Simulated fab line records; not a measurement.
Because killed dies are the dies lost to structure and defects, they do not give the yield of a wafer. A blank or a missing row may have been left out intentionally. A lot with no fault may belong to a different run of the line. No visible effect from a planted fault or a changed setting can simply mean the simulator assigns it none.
Which tool did it? || flow gf180mcu || Sampling: 12 lots, 36 wafers, 5 of 602 route steps

WHAT EACH GAUGE READ, for each wafer
GF_TOP_METAL_CD_MEAS_14 targets a cd of 440 nm.
{"lot": "L075", "measured": "day 28 07:12", "on": "cd_sem-01", "cd_nm (nm)": "439.5 441.9 439.5"}
{"lot": "L077", "measured": "day 28 21:22", "on": "cd_sem-01", "cd_nm (nm)": "442.6 442.4 441.2"}
{"lot": "L079", "measured": "day 29 14:51", "on": "cd_sem-01", "cd_nm (nm)": "443.3 443.0 440.4"}
{"lot": "L081", "measured": "day 30 08:36", "on": "cd_sem-02", "cd_nm (nm)": "440.5 440.3 443.4"}
{"lot": "L083", "measured": "day 30 20:12", "on": "cd_sem-01", "cd_nm (nm)": "439.7 441.1 439.1"}
{"lot": "L085", "measured": "day 31 05:41", "on": "cd_sem-01", "cd_nm (nm)": "437.1 438.8 435.9"}
{"lot": "L087", "measured": "day 31 20:17", "on": "cd_sem-01", "cd_nm (nm)": "439.5 443.4 440.6"}
{"lot": "L089", "measured": "day 32 10:20", "on": "cd_sem-01", "cd_nm (nm)": "443.7 442.3 445.2"}
{"lot": "L091", "measured": "day 32 21:48", "on": "cd_sem-02", "cd_nm (nm)": "440.6 441.4 440.1"}
{"lot": "L093", "measured": "day 33 06:11", "on": "cd_sem-01", "cd_nm (nm)": "441.7 441.4 441.3"}
{"lot": "L095", "measured": "day 33 18:29", "on": "cd_sem-02", "cd_nm (nm)": "440.7 440.4 441.5"}
{"lot": "L097", "measured": "day 34 07:53", "on": "cd_sem-02", "cd_nm (nm)": "442.6 443.4 444.0"}

WHICH TOOL RAN EACH LOT (tool, then ch and the chambers of the sampled wafers, then the start)
{"lot": "L075", "GF_V2_CMP_26": "cmp-01 ch 1,2,3, day 20 13:19", "GF_MIM_SPUTTER_00": "pvd_sputter-03, day 24 16:25", "GF_MIM_SPUTTER_02": "pvd_sputter-03, day 24 16:33", "GF_MIM_CVD_05": "pecvd-01 ch 0,1,2, day 24 16:38"}
{"lot": "L077", "GF_V2_CMP_26": "cmp-01 ch 0,2, day 21 11:17", "GF_MIM_SPUTTER_00": "pvd_sputter-04, day 25 11:28", "GF_MIM_SPUTTER_02": "pvd_sputter-04, day 25 11:36", "GF_MIM_CVD_05": "pecvd-02 ch 1,2, day 25 11:41"}
{"lot": "L079", "GF_V2_CMP_26": "cmp-02 ch 0,3, day 22 05:36", "GF_MIM_SPUTTER_00": "pvd_sputter-03, day 26 03:58", "GF_MIM_SPUTTER_02": "pvd_sputter-03, day 26 04:05", "GF_MIM_CVD_05": "pecvd-02 ch 0,2, day 26 04:11"}
{"lot": "L081", "GF_V2_CMP_26": "cmp-01 ch 0,2,3, day 23 01:22", "GF_MIM_SPUTTER_00": "pvd_sputter-03, day 26 20:59", "GF_MIM_SPUTTER_02": "pvd_sputter-03, day 26 21:07", "GF_MIM_CVD_05": "pecvd-04 ch 0,2, day 26 21:12"}
{"lot": "L083", "GF_V2_CMP_26": "cmp-02 ch 1,2, day 23 18:55", "GF_MIM_SPUTTER_00": "pvd_sputter-04, day 27 13:54", "GF_MIM_SPUTTER_02": "pvd_sputter-04, day 27 14:02", "GF_MIM_CVD_05": "pecvd-04 ch 1,2, day 27 14:07"}
{"lot": "L085", "GF_V2_CMP_26": "cmp-02 ch 1,2, day 24 06:21", "GF_MIM_SPUTTER_00": "pvd_sputter-03, day 28 00:11", "GF_MIM_SPUTTER_02": "pvd_sputter-03, day 28 00:19", "GF_MIM_CVD_05": "pecvd-04 ch 0,1, day 28 00:24"}
{"lot": "L087", "GF_V2_CMP_26": "cmp-01 ch 1,3, day 25 01:50", "GF_MIM_SPUTTER_00": "pvd_sputter-04, day 28 17:52", "GF_MIM_SPUTTER_02": "pvd_sputter-04, day 28 18:00", "GF_MIM_CVD_05": "pecvd-02 ch 1,2, day 28 18:05"}
{"lot": "L089", "GF_V2_CMP_26": "cmp-02 ch 0,1,2, day 25 19:12", "GF_MIM_SPUTTER_00": "pvd_sputter-02, day 29 08:40", "GF_MIM_SPUTTER_02": "pvd_sputter-02, day 29 08:47", "GF_MIM_CVD_05": "pecvd-01 ch 0,1,2, day 29 08:53"}
{"lot": "L091", "GF_V2_CMP_26": "cmp-02 ch 1,2, day 26 08:09", "GF_MIM_SPUTTER_00": "pvd_sputter-03, day 29 21:41", "GF_MIM_SPUTTER_02": "pvd_sputter-03, day 29 21:49", "GF_MIM_CVD_05": "pecvd-01 ch 0,1, day 29 21:55"}
{"lot": "L093", "GF_V2_CMP_26": "cmp-02 ch 0,1,3, day 26 19:14", "GF_MIM_SPUTTER_00": "pvd_sputter-02, day 30 06:01", "GF_MIM_SPUTTER_02": "pvd_sputter-02, day 30 06:08", "GF_MIM_CVD_05": "pecvd-01 ch 0,1, day 30 06:14"}
{"lot": "L095", "GF_V2_CMP_26": "cmp-02 ch 0,3, day 27 11:24", "GF_MIM_SPUTTER_00": "pvd_sputter-04, day 30 20:45", "GF_MIM_SPUTTER_02": "pvd_sputter-04, day 30 20:53", "GF_MIM_CVD_05": "pecvd-04 ch 1,2, day 30 20:58"}
{"lot": "L097", "GF_V2_CMP_26": "cmp-01 ch 0,1,3, day 28 03:04", "GF_MIM_SPUTTER_00": "pvd_sputter-04, day 31 11:30", "GF_MIM_SPUTTER_02": "pvd_sputter-04, day 31 11:38", "GF_MIM_CVD_05": "pecvd-02 ch 0,1,2, day 31 11:43"}
- GF_V2_CMP_26: polishes, stops on SiO2, t overpolish 15 s, target thk 0 nm.
- GF_MIM_SPUTTER_00: material Ti, target thk 37.5 nm, time 150 s.
- GF_MIM_SPUTTER_02: material AlCu, target thk 450 nm, time 23.9 s.
- GF_MIM_CVD_05: deposits Si3N4, target thk 42 nm, time 29.086 s.

THE ANSWER, worked out from the rows above alone
Rule: the usual values come from the lots themselves. The widest of any qualifying gaps counts: lots, ordered by their means at a reading, are off when they make up no more than a third of the lots, leave a main group of 4 or more, and stand apart from it by 3 or more times the standard deviation of that group's means. A main group is skipped when, at the precision printed for the reading in the tables above, its means are all equal. A lot without any number at a reading at which 4 lots or more have one is off too. The other lots that the step has rows for count as sound.
No lot is off on any of the readings shown, so nothing can be concluded from this.

WHAT THE SIMULATOR PUT IN
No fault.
